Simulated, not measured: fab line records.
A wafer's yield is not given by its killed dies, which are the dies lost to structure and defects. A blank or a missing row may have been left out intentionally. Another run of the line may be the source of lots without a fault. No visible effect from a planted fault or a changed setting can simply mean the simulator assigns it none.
fab line records	flow sky130	part 2 of 2: steps 33 to 44 of 44
record lots=5	wafers=15	lastDay=50
route steps=708 shown SD_P@326 RES_XHIGH@332 SD_N@342 SALICIDE@361 LI_CONTACT@362
lots untouched by any fault: they come from a run of this same line in which no faults occurred
startH: hours from the record's first day to the start of the lot's first wafer shown	waitH: hours elapsed since this lot's preceding step	" repeats the value in the row above	L1.1+2: a row that stands for several wafers	- no value, or no start given	* or withheld: withheld	< > ~ a bound
route shown NAME@n: names a module that has steps shown in the file, with the first one's number in the route	usual: the fault-free wafers' mean and standard deviation	same: alike in all rows	chamber/n: place in a boat	sites: the reading at each site	_std_site: the standard deviation of these	_edge_site: the outer-site mean with the inner-site mean subtracted	radiusMm: for every site, how far away it sits from the centre of the wafer	mask NAME#n: copy n	behind: the most recent tool/chamber to have shaped the wafer	hold: reason for holding the lot/hours on hold/outcome of the hold	device: names the non-switching transistor (n, p or np)	end of line: the same wafers' tests at the end of the route	a step without rows: its recipe alone	killed: count of dies lost to structure and defects at first sort (not the wafer's yield)	map: the dies of a wafer, with x for killed, . for not killed, _ for no die there
set.NAME: the setting the step ran with; set.NAME@STEP: the setting that earlier step ran with	model.NAME: the simulator's own value behind a step, which no gauge read
certain route steps with their lots: each step a table, each wafer a row
services: a tool's chamber out of use, with start hour (startH, from the record's first day; less than 0 if before it), hours out, and reason
## steps
# step SKY_SD_N_RS_MEAS_17
# recipe thkMeasGauge=four-point-probe
# usual SD_P_RS=147.0/0.4
lot.wafer	tool	chamber	startH	waitH	SD_P_RS[ohm/sq]
L074.1	filmMetro-03	-	653.22	0.1	146.6
L074.5	"	-	"	"	147.2
L074.6	"	-	"	"	146.8
L081.3	filmMetro-01	-	725.00	0.1	147.0
L081.5	"	-	"	"	146.5
L081.6	"	-	"	"	146.6
L082.1	filmMetro-01	-	733.21	0.1	146.4
L082.4	"	-	"	"	147.1
L082.5	"	-	"	"	146.8
L094.1	filmMetro-01	-	816.21	0.1	146.5
L094.2	"	-	"	"	146.6
L094.6	"	-	"	"	147.0
L097.3	filmMetro-02	-	836.75	0.1	146.8
L097.4	"	-	"	"	146.8
L097.5	"	-	"	"	146.8
# step SKY_SD_N_RS_MEAS_18
# recipe thkMeasGauge=four-point-probe
# usual RES_XHIGH_RS=333.5/1.1
lot.wafer	tool	chamber	startH	waitH	RES_XHIGH_RS[ohm/sq]
L074.1	filmMetro-03	-	653.34	0.1	332.3
L074.5	"	-	"	"	332.8
L074.6	"	-	"	"	332.3
L081.3	filmMetro-01	-	725.12	0.1	333.2
L081.5	"	-	"	"	333.1
L081.6	"	-	"	"	333.0
L082.1	filmMetro-01	-	733.33	0.1	332.6
L082.4	"	-	"	"	332.4
L082.5	"	-	"	"	331.8
L094.1	filmMetro-01	-	816.33	0.1	332.0
L094.2	"	-	"	"	332.7
L094.6	"	-	"	"	332.7
L097.3	filmMetro-02	-	836.87	0.1	335.1
L097.4	"	-	"	"	333.8
L097.5	"	-	"	"	332.8
# step SKY_SALICIDE_CLEAN_00
# recipe chemistry=HF-last	timeS=30	dilution=100:1	dry=ipaMarangoni
lot.wafer	tool	chamber	startH	waitH
L074.1+5+6	wetBench-01	3	653.46	0.1
L081.3+5+6	wetBench-04	2	725.20	0.1
L082.1+4+5	wetBench-03	2	733.45	0.1
L094.1+2+6	wetBench-04	3	816.45	0.1
L097.3+4+5	wetBench-03	0	836.95	0.1
# step SKY_LI_CONTACT_HDPCVD_00
# recipe material=PSG	targetThkNm=930	sigmaOpenFrac=0.3	timeS=155	tempC=600	sih4FlowSccm=60	pressureMtorr=6
lot.wafer	tool	chamber	startH	waitH
L074.1+5+6	hdpcvd-01	2,0,2	653.48	0.0
L081.3+5+6	hdpcvd-01	0,1,2	725.23	0.0
L082.1+4+5	hdpcvd-01	0,1,0	733.47	0.0
L094.1+2+6	hdpcvd-02	2,1,1	816.47	0.0
L097.3+4+5	hdpcvd-01	0,1,0	836.97	0.0
# step SKY_LI_CONTACT_THK_MEAS_01
# recipe reads=PSG_of_LI_CONTACT_HDPCVD_00
# usual LI_CONTACT_HDPCVD_THK=932/9.5
lot.wafer	tool	chamber	startH	waitH	LI_CONTACT_HDPCVD_THK[nm]
L074.1	filmMetro-01	-	653.58	0.1	931
L074.5	"	-	"	"	918
L074.6	"	-	"	"	932
L081.3	filmMetro-02	-	725.35	0.1	925
L081.5	"	-	"	"	944
L081.6	"	-	"	"	937
L082.1	filmMetro-03	-	733.62	0.1	918
L082.4	"	-	"	"	923
L082.5	"	-	"	"	928
L094.1	filmMetro-01	-	816.57	0.1	926
L094.2	"	-	"	"	948
L094.6	"	-	"	"	935
L097.3	filmMetro-03	-	837.09	0.1	928
L097.4	"	-	"	"	934
L097.5	"	-	"	"	921
# step SKY_LI_CONTACT_CMP_02
# recipe material=PSG	downForcePsi=4	platenRpm=60	padVelocityMS=0.94248
# usual edgeZonePressureFrac=1.000/0.0051	headPressurePsi=4.002/0.0098	motorCurrentA=11.6/1.6	slurryFilterDpKPa=13.52/0.14	slurryFlowMlMin=150.0/0.47	timeToEndpointS=32.3/2.2
lot.wafer	tool	chamber	startH	waitH	edgeZonePressureFrac	headPressurePsi	motorCurrentA	slurryFilterDpKPa	slurryFlowMlMin	timeToEndpointS
L074.1	cmp-02	2	653.69	0.1	1.001	3.993	10.0	13.31	150.7	31.3
L074.6	"	1	"	"	1.004	3.992	10.9	13.52	150.4	32.5
L074.5	"	2	"	"	1.002	3.984	10.0	13.39	149.5	32.2
L081.3	cmp-01	1	725.49	0.1	0.990	3.985	9.6	13.51	150.5	32.3
L081.6	"	3	"	"	0.993	3.991	10.5	13.67	150.1	34.3
L081.5	"	0	"	"	0.994	3.994	12.4	13.54	149.5	31.5
L082.1	cmp-01	3	733.70	0.1	0.991	4.008	10.8	13.54	150.0	34.9
L082.4	"	0	"	"	1.004	3.989	12.3	13.44	150.4	31.8
L082.5	"	3	"	"	0.996	4.013	10.8	13.33	149.2	34.7
L094.2	cmp-01	3	816.68	0.1	1.008	4.014	11.0	13.47	150.4	33.3
L094.1	"	0	"	"	0.997	4.013	12.9	13.59	149.6	26.7
L094.6	"	3	"	"	0.997	4.008	10.2	13.39	150.4	33.5
L097.3	cmp-02	0	837.18	0.1	0.994	4.005	12.1	13.60	150.2	32.2
L097.4	"	2	"	"	0.997	4.001	9.3	13.40	149.7	32.8
L097.5	"	0	"	"	0.989	3.987	12.7	13.45	150.8	32.4
# step SKY_LI_CONTACT_BOW_MEAS_03
# recipe mode=bow
# usual LI_CONTACT_BOW=55/6.6
lot.wafer	tool	chamber	startH	waitH	LI_CONTACT_BOW[um]
L074.1	filmMetro-02	-	653.94	0.2	60
L074.5	"	-	"	"	56
L074.6	"	-	"	"	56
L081.3	filmMetro-01	-	725.73	0.2	64
L081.5	"	-	"	"	65
L081.6	"	-	"	"	63
L082.1	filmMetro-02	-	734.00	0.2	49
L082.4	"	-	"	"	53
L082.5	"	-	"	"	45
L094.1	filmMetro-03	-	816.93	0.1	43
L094.2	"	-	"	"	58
L094.6	"	-	"	"	58
L097.3	filmMetro-03	-	837.47	0.2	53
L097.4	"	-	"	"	52
L097.5	"	-	"	"	59
# step SKY_LI_CONTACT_DEHYDRATE_04
# recipe tempC=200	timeS=60
lot.wafer	tool	chamber	startH	waitH
L074.1+5+6	lithoTrack-01	0	667.90	13.9
L081.3+5+6	lithoTrack-04	0	739.93	14.2
L082.1+4+5	lithoTrack-04	0	747.98	14.0
L094.1+2+6	lithoTrack-01	0	830.10	13.1
L097.3+4+5	lithoTrack-03	0	849.96	12.5
# step SKY_LI_CONTACT_HMDS_05
# recipe primeTimeS=60	primeTempC=120
lot.wafer	tool	chamber	startH	waitH
L074.1+5+6	lithoTrack-01	0	668.05	0.1
L081.3+5+6	lithoTrack-04	0	740.08	0.1
L082.1+4+5	lithoTrack-04	0	748.13	0.1
L094.1+2+6	lithoTrack-01	0	830.25	0.1
L097.3+4+5	lithoTrack-03	0	850.11	0.1
# step SKY_LI_CONTACT_COAT_06
# recipe resist=BARC	tempC=withheld	timeS=withheld	spinRpm=3000	resistThkNm=60
# usual dispensePressureKPa=51/3.4
lot.wafer	tool	chamber	startH	waitH	dispensePressureKPa
L074.1	lithoTrack-01	0	668.20	0.1	51
L074.5	"	0	"	"	51
L074.6	"	0	"	"	51
L081.3	lithoTrack-04	0	740.23	0.1	47
L081.5	"	0	"	"	47
L081.6	"	0	"	"	47
L082.1	lithoTrack-04	0	748.28	0.1	47
L082.4	"	0	"	"	47
L082.5	"	0	"	"	47
L094.1	lithoTrack-01	0	830.40	0.1	51
L094.2	"	0	"	"	51
L094.6	"	0	"	"	51
L097.3	lithoTrack-03	0	850.26	0.1	56
L097.4	"	0	"	"	56
L097.5	"	0	"	"	56
# step SKY_LI_CONTACT_COAT_07
# recipe resist=KrF-thick	spinRpm=3000	resistThkNm=450
# usual dispensePressureKPa=51/3.4
lot.wafer	tool	chamber	startH	waitH	dispensePressureKPa
L074.1	lithoTrack-01	0	-	-	51
L074.5	"	0	"	"	51
L074.6	"	0	"	"	51
L081.3	lithoTrack-04	0	-	-	47
L081.5	"	0	"	"	47
L081.6	"	0	"	"	47
L082.1	lithoTrack-04	0	-	-	47
L082.4	"	0	"	"	47
L082.5	"	0	"	"	47
L094.1	lithoTrack-01	0	-	-	51
L094.2	"	0	"	"	51
L094.6	"	0	"	"	51
L097.3	lithoTrack-03	0	-	-	56
L097.4	"	0	"	"	56
L097.5	"	0	"	"	56
# step SKY_LI_CONTACT_SOFTBAKE_08
# recipe tempC=100	timeS=90	resist=KrF-thick
lot.wafer	tool	chamber	startH	waitH
L074.1+5+6	lithoTrack-01	0	-	-
L081.3+5+6	lithoTrack-04	0	-	-
L082.1+4+5	lithoTrack-04	0	-	-
L094.1+2+6	lithoTrack-01	0	-	-
L097.3+4+5	lithoTrack-03	0	-	-
## services
tool	chamber	startH	hours	kind
plasmaAsher-01	-	571.96	3.2	repair
plasmaAsher-02	-	572.81	2.8	pm
implanter-01	-	586.52	4.8	pm
implanter-01	-	602.39	4.2	repair
implanter-01	-	608.59	4.3	repair
plasmaAsher-01	-	633.67	4.3	pm
implanter-04	-	635.98	5.2	repair
ilineStepper-01	-	646.45	1.7	pm
implanter-01	-	660.80	1.2	repair
plasmaAsher-03	-	662.96	4.0	repair
implanter-03	-	672.48	4.2	pm
plasmaAsher-03	-	674.01	1.2	repair
implanter-04	-	723.03	2.2	repair
hdpcvd-01	2	728.81	6.1	repair
ilineStepper-02	-	733.54	4.4	pm
plasmaAsher-03	-	733.75	9.0	pm
hdpcvd-01	0	735.07	12.2	repair
ilineStepper-01	-	746.42	2.4	repair
hdpcvd-01	-	749.67	0.8	repair
plasmaAsher-03	-	749.81	1.8	repair
ilineStepper-02	-	752.07	1.7	pm
implanter-03	-	762.84	4.0	repair
implanter-03	-	799.24	2.9	repair
implanter-03	-	814.90	31.9	repair
